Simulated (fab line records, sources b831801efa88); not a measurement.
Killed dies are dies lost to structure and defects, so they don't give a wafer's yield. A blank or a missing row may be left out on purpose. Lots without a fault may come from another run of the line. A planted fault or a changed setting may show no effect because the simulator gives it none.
fab line records | flow sky130
record lots=6 wafers=18 last_day=50
route steps=708 shown LI_CONTACT@370 PAD_OPEN@708
lots that met no fault: from a run of the same line without faults
start_h: hours from the record's first day to the start of the lot's first wafer shown | wait_h: hours since the lot's step before | " the same as in the row above | L1.1+2: a row that stands for several wafers | - no value, or no start given | * or withheld: withheld | < > ~ a bound
route shown NAME@n: a module of which the file shows steps, and the number in the route of the first | usual: mean/standard deviation of fault-free wafers | same: alike in all rows | chamber/n: place in a boat | sites: the reading at each site | _std_site: their standard deviation | _edge_site: outer sites' mean less inner sites' | radius_mm: how far each site lies from the wafer's centre | mask NAME#n: copy n | behind: the tool/chamber that last shaped the wafer | hold: why the lot was held/for how many hours/how that ended | device: the transistor (n, p or np) that didn't switch | end of line: the same wafers' tests at the end of the route | a step without rows: its recipe alone | killed: dies lost to structure and defects at the first sort, not the wafer's yield | map: a wafer's dies, x killed, . not, _ none there
set.NAME: the setting as run; set.NAME@STEP: as run at that earlier step | model.NAME: the simulator's own value behind a step, which no gauge read
lots at some steps of the route; a table a step, a row a wafer
services: from which hour (start_h, from the record's first day; less than 0 if before it) a tool's chamber was out of use, for how many hours, and why
## steps
# step SKY_LI_CONTACT_SOFTBAKE_08
# recipe temp_c=100 time_s=90 resist=KrF-thick
# step SKY_LI_CONTACT_EXPOSE_09
# recipe mask_id=LICM1 na=0.8 source_shape=annular sigma_inner=0.55 sigma_outer=0.85 target_cd_nm=170 dose_mj=38
# step SKY_LI_CONTACT_PEB_10
# recipe peb_temp_c=withheld peb_time_s=withheld resist=KrF-thick
# step SKY_LI_CONTACT_DEVELOP_11
# recipe develop_time_s=60 resist=KrF-thick dev_temp_c=21
# step SKY_LI_CONTACT_CD_MEAS_12
# recipe target_cd_nm=170
# usual cd_nm=170.3/1.7
# columns lot.wafer tool chamber start_h wait_h cd_nm
L695.1 cd_sem-01 - 722.45 - 168.5
L695.4 " - " " 168.5
L695.6 " - " " 169.3
L696.1 cd_sem-02 - 740.60 - 170.4
L696.3 " - " " 170.4
L696.6 " - " " 170.6
L704.1 cd_sem-01 - 794.55 - 166.7
L704.2 " - " " 168.6
L704.4 " - " " 168.8
L705.2 cd_sem-01 - 800.65 - 168.1
L705.3 " - " " 168.0
L705.6 " - " " 167.5
L710.2 cd_sem-02 - 832.57 - 171.0
L710.3 " - " " 173.2
L710.5 " - " " 173.7
L712.1 cd_sem-02 - 844.73 - 171.2
L712.3 " - " " 169.0
L712.4 " - " " 171.1
# step SKY_LI_CONTACT_OVL_MEAS_13
# usual LI_CONTACT_OVL=-2/5.2
# columns lot.wafer tool chamber start_h wait_h LI_CONTACT_OVL[nm]
L695.1 overlay-01 - 722.57 0.1 3
L695.4 " - " " 2
L695.6 " - " " -1
L696.1 overlay-01 - 740.72 0.1 6
L696.3 " - " " 0
L696.6 " - " " -1
L704.1 overlay-01 - 794.67 0.1 -3
L704.2 " - " " 4
L704.4 " - " " 3
L705.2 overlay-02 - 800.75 0.1 -4
L705.3 " - " " 0
L705.6 " - " " -6
L710.2 overlay-02 - 832.68 0.1 -2
L710.3 " - " " 9
L710.5 " - " " -9
L712.1 overlay-02 - 844.85 0.1 0
L712.3 " - " " -1
L712.4 " - " " -8
# step SKY_LI_CONTACT_ETCH_14
# recipe chemistry=N2/H2 target=BARC ion_energy_ev=200 source_w=500 bias_w=100 pressure_mtorr=30 n2_flow_sccm=100 h2_flow_sccm=200 stop_on=SiO2 time_s=45.9 target_depth_a=600
# usual drypump_motor_current_A=5.6/0.31 oes_product_au=0.854/0.0045 throttle_valve_pct=13.225/0.0094
# columns lot.wafer tool chamber start_h wait_h drypump_motor_current_A oes_product_au rf_hours_counter_h throttle_valve_pct
L695.1 rie_diel-01 1 722.60 0.0 6.1 0.859 10 13.241
L695.4 " 0 " " 6.1 0.853 6 13.232
L695.6 " 1 " " 6.0 0.861 - 13.213
L696.1 rie_diel-03 0 740.75 0.0 6.0 0.864 8 13.233
L696.3 " 1 " " 5.7 0.853 13 13.212
L696.6 " 3 " " 5.7 0.856 - 13.223
L704.1 rie_diel-03 3 794.70 0.0 5.7 0.859 4 13.219
L704.2 " 0 " " 5.9 0.855 9 13.225
L704.4 " 1 " " 5.7 0.856 - 13.234
L705.2 rie_diel-04 0 800.78 0.0 5.4 0.862 4 13.217
L705.3 " 2 " " 5.1 0.853 7 13.210
L705.6 " 3 " " 5.6 0.849 - 13.227
L710.2 rie_diel-04 0 832.71 0.0 5.4 0.849 6 13.233
L710.3 " 3 " " 5.6 0.854 21 13.212
L710.5 " 1 " " 5.3 0.850 - 13.224
L712.1 rie_diel-03 3 844.88 0.0 5.7 0.860 5 13.234
L712.3 " 2 " " 5.3 0.855 1 13.224
L712.4 " 1 " " 5.7 0.860 15 13.229
# step SKY_LI_CONTACT_ETCH_15
# recipe target=PSG chemistry=C4F8/O2/Ar stop_on=Si taper_deg=4.15 mask_material=KrF-thick source_w=1500 bias_w=1200 pressure_mtorr=40 c4f8_flow_sccm=withheld O2_flow_sccm=6 Ar_flow_sccm=300 time_s=withheld target_depth_a=6000
# usual oes_product_au=0.836/0.0046
# columns lot.wafer tool chamber start_h wait_h oes_product_au
L695.1 rie_diel-01 1 722.64 0.0 0.838
L695.4 " 0 " " 0.832
L695.6 " 1 " " 0.831
L696.1 rie_diel-03 0 740.79 0.0 0.834
L696.3 " 1 " " 0.836
L696.6 " 3 " " 0.844
L704.1 rie_diel-03 3 794.74 0.0 0.832
L704.2 " 0 " " 0.833
L704.4 " 1 " " 0.839
L705.2 rie_diel-04 0 800.83 0.0 0.837
L705.3 " 2 " " 0.836
L705.6 " 3 " " 0.833
L710.2 rie_diel-04 0 832.75 0.0 0.833
L710.3 " 3 " " 0.842
L710.5 " 1 " " 0.831
L712.1 rie_diel-03 3 844.93 0.0 0.837
L712.3 " 2 " " 0.838
L712.4 " 1 " " 0.838
# step SKY_LI_CONTACT_STRIP_16
# recipe chemistry=O2/N2 power_w=1400 pressure_mtorr=1500 platen_temp_c=withheld o2_flow_sccm=3000 n2_flow_sccm=300 overash_fraction=0.5
# usual drypump_motor_current_A=5.8/0.38 oes_product_au=0.376/0.0044 strip_time_to_endpoint_s=3.493/0.026
# columns lot.wafer tool chamber start_h wait_h drypump_motor_current_A oes_product_au rf_hours_counter_h strip_time_to_endpoint_s
L695.1 plasma_asher-03 0 722.73 - 6.1 0.381 59 3.546
L695.4 " 0 " " 6.1 0.382 - 3.488
L695.6 " 0 " " 6.2 0.382 - 3.546
L696.1 plasma_asher-02 0 740.88 - 5.4 0.373 95 3.539
L696.3 " 0 " " 5.4 0.379 - 3.544
L696.6 " 0 " " 5.4 0.376 - 3.517
L704.1 plasma_asher-03 0 794.83 - 6.1 0.376 69 3.508
L704.2 " 1 " " 5.5 0.377 69 3.507
L704.4 " 0 " " 6.1 0.379 - 3.529
L705.2 plasma_asher-02 0 800.91 - 5.4 0.378 102 3.502
L705.3 " 1 " " 6.2 0.375 - 3.459
L705.6 " 0 " " 5.4 0.371 - 3.505
L710.2 plasma_asher-03 1 832.84 - 5.5 0.375 75 3.490
L710.3 " 1 " " 5.5 0.369 - 3.484
L710.5 " 1 " " 5.5 0.368 - 3.493
L712.1 plasma_asher-02 1 845.01 - 6.2 0.377 109 3.499
L712.3 " 1 " " 6.3 0.375 - 3.539
L712.4 " 0 " " 5.3 0.377 - 3.505
# step SKY_LI_CONTACT_CLEAN_17
# recipe chemistry=NMP time_s=600 temp_c=60 dry=n2_spin
# step SKY_LI_CONTACT_PRE_CLEAN_18
# recipe gas=Ar time_s=5.6 bias_v=358
# step SKY_LI_CONTACT_SPUTTER_19
# recipe material=Ti target_thk_nm=20 chamber_pressure_pa=5 power_w=2500 substrate_temp_c=200 time_s=106.37
# usual chamber_pressure_pa=4.997/0.011 throttle_valve_pct=30.2/1.2
# columns lot.wafer tool chamber start_h wait_h chamber_pressure_pa throttle_valve_pct
L695.1 pvd_sputter-03 - 723.04 0.0 5.005 30.2
L695.4 " - " " 4.991 28.6
L695.6 " - " " 4.999 29.5
L696.1 pvd_sputter-02 - 741.17 0.0 4.993 31.5
L696.3 " - " " 4.986 30.7
L696.6 " - " " 4.992 30.4
L704.1 pvd_sputter-03 - 795.14 0.0 5.000 29.8
L704.2 " - " " 4.986 28.3
L704.4 " - " " 4.987 30.2
L705.2 pvd_sputter-03 - 801.22 0.0 5.001 28.9
L705.3 " - " " 5.002 30.3
L705.6 " - " " 4.986 29.6
L710.2 pvd_sputter-01 - 833.13 0.0 5.007 30.5
L710.3 " - " " 5.003 29.0
L710.5 " - " " 4.987 29.1
L712.1 pvd_sputter-02 - 845.31 0.0 4.998 29.4
L712.3 " - " " 5.010 30.6
L712.4 " - " " 4.993 32.9
# step SKY_LI_CONTACT_SPUTTER_20
# recipe material=TiN target_thk_nm=20 chamber_pressure_pa=5 power_w=4000 time_s=80
# usual chamber_pressure_pa=5.001/0.01 throttle_valve_pct=30.2/1.2
# columns lot.wafer tool chamber start_h wait_h chamber_pressure_pa throttle_valve_pct model.TiN_of_LI_CONTACT_SPUTTER_20.thk_nm
L695.1 pvd_sputter-03 - 723.12 0.0 4.991 30.4 19.81
L695.4 " - " " 5.003 28.5 19.77
L695.6 " - " " 4.990 29.7 19.84
L696.1 pvd_sputter-02 - 741.25 0.0 4.992 31.4 20.22
L696.3 " - " " 5.011 30.6 20.13
L696.6 " - " " 4.997 30.6 20.31
L704.1 pvd_sputter-03 - 795.22 0.0 4.990 29.8 19.67
L704.2 " - " " 5.013 28.5 19.47
L704.4 " - " " 5.180 29.7 18.96
L705.2 pvd_sputter-03 - 801.30 0.0 5.002 28.9 19.7
L705.3 " - " " 5.162 29.7 19.2
L705.6 " - " " 4.998 29.9 19.6
L710.2 pvd_sputter-01 - 833.21 0.0 4.994 30.4 20.03
L710.3 " - " " 4.990 29.3 20
L710.5 " - " " 5.001 29.1 20.02
L712.1 pvd_sputter-02 - 845.38 0.0 5.009 29.2 20.36
L712.3 " - " " 5.003 30.7 20.45
L712.4 " - " " 5.009 32.6 20.31
# step SKY_LI_CONTACT_CVD_21
# recipe material=W target_thk_nm=400 time_s=120.56 temp_c=400 pressure_torr=40
# usual chamber_pressure_Torr=39.98/0.097 heater_power_w=873/64 susceptor_temp_C=399.94/0.24
# columns lot.wafer tool chamber start_h wait_h chamber_pressure_Torr heater_power_w susceptor_temp_C
L695.1 cvd_w-01 0 723.18 0.0 39.98 810 400.06
L695.4 " 1 " " 39.96 924 399.61
L695.6 " 1 " " 39.86 928 399.54
L696.1 cvd_w-02 0 741.31 0.0 39.87 932 400.15
L696.3 " 1 " " 39.92 826 399.96
L696.6 " 1 " " 40.08 843 399.83
L704.1 cvd_w-01 0 795.28 0.0 39.83 792 400.23
L704.2 " 1 " " 39.94 936 400.10
L704.4 " 1 " " 40.03 947 399.89
L705.2 cvd_w-01 1 801.36 0.0 39.92 932 399.90
L705.3 " 0 " " 40.11 808 400.11
L705.6 " 0 " " 40.08 795 400.21
L710.2 cvd_w-02 0 833.27 0.0 39.90 971 399.99
L710.3 " 0 " " 39.91 947 400.04
L710.5 " 1 " " 39.94 835 400.48
L712.1 cvd_w-02 1 845.44 0.0 40.11 848 399.85
L712.3 " 0 " " 40.00 929 399.82
L712.4 " 1 " " 40.16 831 399.80
# step SKY_PAD_OPEN_PROBE_99
# usual killed_at_M0_to_M3=44/6.6 killed_at_M4_up=3.4/1.9 killed_at_contacts=25/5.6 killed_at_front_end=15/4.6 killed_at_other=0.3/0.6 killed_dies=88/9.5 killed_open=47/7.1 killed_short=40/6.4
# same gross_dies=492 killed_at_back_side=0
# columns lot.wafer tool chamber start_h wait_h killed_at_M0_to_M3 killed_at_M4_up killed_at_contacts killed_at_front_end killed_at_other killed_dies killed_open killed_short
L696.1 prober-01 - 1119.58 0.1 43 1 23 10 1 78 43 34
L696.3 prober-01 - 1119.68 0.2 44 4 19 18 1 86 41 44
L696.6 prober-01 - 1119.83 0.2 46 0 21 14 0 81 44 36
L710.2 prober-02 - 1187.22 0.1 37 2 25 16 0 80 43 37
L710.3 prober-02 - 1187.27 0.2 54 5 30 10 0 99 48 51
L710.5 prober-02 - 1187.37 0.2 43 5 31 22 0 101 59 42
# killed by level:class
L696.1 VIA3:geometric_particle:open=14 LOCAL_INTERCONNECT:geometric_particle:short=7 VIA1:geometric_particle:open=7 CONTACT:geometric_particle:short=7 METAL2:geometric_particle:short=5 VIA2:geometric_particle:open=5 CONTACT:geometric_particle:open=4 FIELD_ISO:geometric_particle:open=3
L696.3 METAL1:geometric_particle:short=11 CONTACT:geometric_particle:open=10 VIA1:geometric_particle:open=8 POLY_GATE:geometric_particle:short=7 VIA3:geometric_particle:open=6 METAL2:geometric_particle:short=5 VIA2:geometric_particle:open=4 FIELD_ISO:geometric_particle:open=3
L696.6 VIA1:geometric_particle:open=11 CONTACT:geometric_particle:open=7 LOCAL_INTERCONNECT:geometric_particle:short=5 METAL1:geometric_particle:short=5 VIA1:geometric_particle:short=5 VIA3:geometric_particle:open=5 POLY_GATE:geometric_particle:open=4 POLY_GATE:geometric_particle:short=4
L710.2 VIA1:geometric_particle:open=10 LI_CONTACT:geometric_particle:open=9 CONTACT:geometric_particle:open=8 METAL2:geometric_particle:short=6 VIA1:geometric_particle:short=5 VIA3:geometric_particle:open=4 CONTACT:geometric_particle:short=4 FIELD_ISO:geometric_particle:short=3
L710.3 VIA1:geometric_particle:open=10 CONTACT:geometric_particle:open=9 VIA3:geometric_particle:short=8 CONTACT:geometric_particle:short=7 LOCAL_INTERCONNECT:geometric_particle:short=6 METAL2:geometric_particle:short=6 VIA2:geometric_particle:open=6 LI_CONTACT:geometric_particle:open=5
L710.5 VIA1:geometric_particle:open=12 POLY_GATE:geometric_particle:open=9 CONTACT:geometric_particle:open=9 LI_CONTACT:geometric_particle:open=8 LI_CONTACT:geometric_particle:short=8 VIA3:geometric_particle:open=8 FIELD_ISO:geometric_particle:open=6 METAL1:geometric_particle:short=6
## services
# columns tool chamber start_h hours kind
rie_diel-04 3 700.52 3.8 repair
rie_diel-01 2 700.57 6.7 repair
rie_diel-04 1 707.18 5.0 repair
rie_diel-04 - 713.20 1.0 repair
rie_diel-03 - 727.46 2.8 pm
plasma_asher-02 - 766.42 12.0 repair
rie_diel-01 3 770.48 11.2 repair
pvd_sputter-02 - 776.67 4.0 repair
cvd_w-01 - 778.07 0.5 repair
rie_diel-03 2 778.33 - clean
rie_diel-03 2 778.33 17.1 scheduled_down
rie_diel-03 2 778.33 17.1 vent_cycle
pvd_sputter-02 1 803.47 - consumable_replace:kit
pvd_sputter-02 1 803.47 18.0 scheduled_down
pvd_sputter-02 1 803.47 18.0 vent_cycle
rie_diel-04 1 804.37 - clean
rie_diel-04 1 804.37 16.9 scheduled_down
rie_diel-04 1 804.37 16.9 vent_cycle
rie_diel-03 - 809.42 0.3 repair
rie_diel-04 2 812.83 54.2 repair
rie_diel-03 3 819.27 6.7 repair
cvd_w-01 1 831.93 11.4 repair
pvd_sputter-03 - 832.97 0.5 repair
cvd_w-01 0 836.09 4.9 repair
## key
first_sign step=SKY_LI_CONTACT_SPUTTER_20 reading=chamber_pressure_pa direction=up sigmas=17 usual=5.001 struck=5.171
effect none on later readings
model_effect step=SKY_LI_CONTACT_SPUTTER_20 value=TiN_of_LI_CONTACT_SPUTTER_20.thk_nm without=19.67 struck=19.08
met_at SKY_LI_CONTACT_SPUTTER_20
struck_wafers L704.4,L705.3
tester_left_out L704,L705
onset_between 723.12 795.22
fault kind=process_parameter_drift tool=pvd_sputter-03 chamber=- onset_h=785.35 steps=SKY_LI_CONTACT_SPUTTER_20 channel=chamber_pressure_pa offset=0.16835 shape=step end_h=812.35 acts_in=these_recipes_only stated=5 scope=struck_wafers_only
# tester_left_out: of these lots the tester's yield and bins aren't shown, on N5 and GAA mostly nor the transistor test; their killed dies are dies lost to structure and defects alone, not to doping, threshold or leakage, so they don't give the yield
